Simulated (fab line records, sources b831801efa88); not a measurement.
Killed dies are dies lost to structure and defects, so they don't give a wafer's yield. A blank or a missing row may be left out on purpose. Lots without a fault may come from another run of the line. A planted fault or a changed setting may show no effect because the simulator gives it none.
One fault seen from 2 desks | flow sky130 | each desk has only its own numbers; what lay behind them comes last

THE METROLOGY DESK
What the gauges read, lot by lot, whatever tool the lot ran on: means of the sampled wafers that have a number. A lot is out of limits, marked OUT, if its mean lies more than 4 standard deviations from the usual mean; the brackets give that distance.
Columns: A = NWELL_TW at SKY_NWELL_TW_MEAS_15, usual 1804; B = NWELL_RS at SKY_NWELL_RS_MEAS_29, usual 624.3 ohm/sq; C = METAL1_OVL at SKY_METAL1_OVL_MEAS_16, usual 7 nm; D = VIA2_BOW at SKY_VIA2_BOW_MEAS_03, usual 85 um
lot  | first seen here | A               | B               | C  | D
L682 | day 4 11:17     | 1784            | 623.7           | 6  | 87
L683 | day 4 21:47     | 1790            | 622.6           | -1 | 83
L686 | day 5 15:43     | 1804            | 625.1           | 3  | 86
L688 | day 6 02:47     | 1808            | 624.5           | 7  | 89
L689 | day 6 08:36     | 1789            | 624.1           | 4  | 80
L692 | day 6 22:14     | 1815            | 623.5           | 1  | 93
L700 | day 8 20:43     | 1681 (-9.5) OUT | 714.3 (+53) OUT | 12 | 94
L701 | day 9 05:02     | 1684 (-9.2) OUT | 717.7 (+55) OUT | 6  | 89
L702 | day 9 10:01     | 1811            | 624.0           | 8  | 89
L703 | day 9 16:11     | 1813            | 622.6           | 10 | 82
L704 | day 9 20:41     | 1816            | 622.7           | 9  | 82
L705 | day 10 15:55    | 1800            | 624.7           | 8  | 94
This desk's finding: out of limits on L700, L701; first on L700, day 8 20:43 (NWELL_TW at SKY_NWELL_TW_MEAS_15). In limits: L682, L683, L686, L688, L689, L692, L702, L703, L704, L705.

THE TOOL OWNER'S DESK: implanter-03
The tool's own readings at SKY_NWELL_IMPLANT_11: means of the sampled wafers that have a number, for each lot that ran on this tool. A lot is out of limits, marked OUT, if its mean lies more than 4 standard deviations from the usual mean; the brackets give that distance.
Columns: A = beam_on_s at SKY_NWELL_IMPLANT_11, usual 9.97 s; B = faraday_current_uA at SKY_NWELL_IMPLANT_11, usual 107.5
lot  | first seen here | A              | B
L682 | day 4 10:45     | 10.00          | 107.4
L686 | day 5 15:10     | 10.09          | 106.4
L688 | day 6 02:16     | 9.89           | 108.2
L689 | day 6 08:05     | 9.92           | 107.9
L692 | day 6 21:43     | 9.87           | 108.8
L700 | day 8 20:10     | 7.64 (-12) OUT | 140.3 (+17) OUT
L701 | day 9 04:31     | 7.56 (-13) OUT | 142.1 (+18) OUT
This desk's finding: out of limits on L700, L701; first on L700, day 8 20:10 (beam_on_s at SKY_NWELL_IMPLANT_11). In limits: L682, L686, L688, L689, L692.

PUT TOGETHER
The tool owner's desk could have raised an alarm at day 8 20:10, on L700, L701.
The metrology desk could have raised an alarm at day 8 20:43, on L700, L701.
Of the lots named, all ran SKY_NWELL_IMPLANT_11 on implanter-03.

WHAT THE SIMULATOR HAD PUT IN
Process parameter drift: implanter-03, from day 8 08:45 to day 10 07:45, at SKY_NWELL_IMPLANT_11. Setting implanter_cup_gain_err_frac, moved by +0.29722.
Lots struck among those shown: L700, L701.
Hours from the fault's start to each desk's first reading out of limits: the tool owner's desk, 11; the metrology desk, 12.
